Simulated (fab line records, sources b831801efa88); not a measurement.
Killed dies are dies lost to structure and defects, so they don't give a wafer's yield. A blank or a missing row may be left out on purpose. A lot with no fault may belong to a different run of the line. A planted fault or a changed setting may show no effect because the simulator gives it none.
One fault seen from 2 desks | flow sky130 | every desk sees just its own numbers, and what lay behind them comes last

## AT THE METROLOGY DESK
What the gauges read, lot by lot, whatever tool the lot ran on: means of the sampled wafers that have a number. If a lot's mean is further than 4 standard deviations from the usual mean, the lot is out of limits and carries the mark OUT (the distance appears in the brackets).
Columns: A = cdNm at SKY_SONOS_TUNNEL_CD_MEAS_07, usual 409.5 nm; B = POLY_GATE_CVD_00_THK at SKY_POLY_GATE_THK_MEAS_01, usual 180.8 nm; C = POLY_GATE_OXIDATION_THK at SKY_POLY_GATE_THK_MEAS_21, usual 4.00 nm; D = cdNm at SKY_LDD_P_CD_MEAS_07, usual 380.1 nm
lot  | first seen here | A     | B               | C    | D
L361 | day 11 10:31    | 410.8 | 184.3           | 4.01 | 376.7
L362 | day 11 18:42    | 409.8 | 180.0           | 4.05 | 381.0
L363 | day 12 00:45    | 410.2 | 183.1           | 4.05 | 378.2
L366 | day 13 10:15    | 411.4 | 182.3           | 4.07 | 381.9
L369 | day 13 21:09    | 410.5 | 148.1 (-18) OUT | 4.03 | 379.9
L371 | day 14 15:38    | 408.4 | 107.7 (-41) OUT | 3.95 | 378.5
L379 | day 17 11:51    | 408.7 | 178.1           | 4.08 | 381.7
L380 | day 17 16:56    | 409.0 | 180.4           | 3.97 | 383.6
L382 | day 18 10:51    | 410.1 | 179.4           | 4.00 | 379.0
L383 | day 18 19:19    | 406.5 | 179.4           | 3.84 | 377.5
L384 | day 18 23:08    | 412.3 | 178.4           | 4.02 | 380.7
This desk reports L369, L371 out of limits; the earliest was L369 at day 16 20:00 (POLY_GATE_CVD_00_THK at SKY_POLY_GATE_THK_MEAS_01). Within limits: L361, L362, L363, L366, L379, L380, L382, L383, L384.

## DESK OF THE TOOL OWNER: lpcvd-01
The tool's own readings at SKY_POLY_GATE_CVD_00 (deposits poly-Si, target thk 180 nm, time 720 s): means of the sampled wafers that have a number, for each lot that ran on this tool. If a lot's mean is further than 4 standard deviations from the usual mean, the lot is out of limits and carries the mark OUT (the distance appears in the brackets).
Columns: A = spikeTcCentreC at SKY_POLY_GATE_CVD_00, usual 619.8 C; B = spikeTcTopC at SKY_POLY_GATE_CVD_00, usual 637 C; C = spikeTcUpperC at SKY_POLY_GATE_CVD_00, usual 619.8 C; D = zonePowerBottomPct at SKY_POLY_GATE_CVD_00, usual 12.7 %; E = zonePowerCentrePct at SKY_POLY_GATE_CVD_00, usual 8.55 %; F = zonePowerTopPct at SKY_POLY_GATE_CVD_00, usual 19.5 %; G = zonePowerUpperPct at SKY_POLY_GATE_CVD_00, usual 7.9 %
lot  | first seen here | A                | B              | C               | D    | E               | F               | G
L361 | day 14 13:38    | 618.8            | 635            | 619.9           | 13.1 | 8.33            | 20.2            | 8.8
L362 | day 14 13:38    | 619.7            | 641            | 620.2           | 12.3 | 8.68            | 19.0            | 7.2
L363 | day 15 00:25    | 620.8            | 640            | 618.6           | 12.2 | 8.64            | 18.9            | 7.2
L366 | day 16 06:34    | 619.9            | 640            | 618.7           | 12.3 | 8.74            | 19.0            | 7.2
L369 | day 16 18:47    | 628.3 (+7.1) OUT | 650 (+4.3) OUT | 564.9 (-46) OUT | 12.5 | 12.83 (+24) OUT | 24.7 (+8.5) OUT | 0.0 (-9.9) OUT
L371 | day 17 10:29    | 627.6 (+6.5) OUT | 651 (+4.4) OUT | 564.8 (-46) OUT | 12.4 | 12.80 (+24) OUT | 24.7 (+8.6) OUT | 0.0 (-9.9) OUT
L379 | day 20 11:46    | 619.2            | 634            | 621.7           | 13.2 | 8.35            | 20.1            | 8.9
L380 | day 20 19:32    | 620.7            | 641            | 620.2           | 12.3 | 8.68            | 18.9            | 7.1
L382 | day 21 14:55    | 619.3            | 640            | 619.0           | 12.2 | 8.64            | 18.8            | 7.1
L383 | day 21 19:16    | 620.5            | 639            | 618.7           | 12.3 | 8.62            | 19.0            | 7.2
L384 | day 21 22:52    | 618.8            | 634            | 620.5           | 13.2 | 8.41            | 20.3            | 8.8
This desk's finding: out of limits on L369, L371; first on L369, day 16 18:47 (spikeTcCentreC at SKY_POLY_GATE_CVD_00). Within limits: L361, L362, L363, L366, L379, L380, L382, L383, L384.

## PUT TOGETHER
On L369, L371, at day 16 18:47, an alarm was possible from the tool owner's desk.
Metrology desk: alarm possible at day 16 20:00 on L369, L371.
On lpcvd-01, each named lot ran SKY_POLY_GATE_CVD_00.

## WHAT THE SIMULATOR HAD INSERTED
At SKY_POLY_GATE_CVD_00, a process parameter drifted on lpcvd-01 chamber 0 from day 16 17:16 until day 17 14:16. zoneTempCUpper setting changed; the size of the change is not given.
Lots struck among those shown: L369, L371.
Hours from the fault's start to each desk's first reading out of limits: the tool owner's desk, 2; the metrology desk, 3.
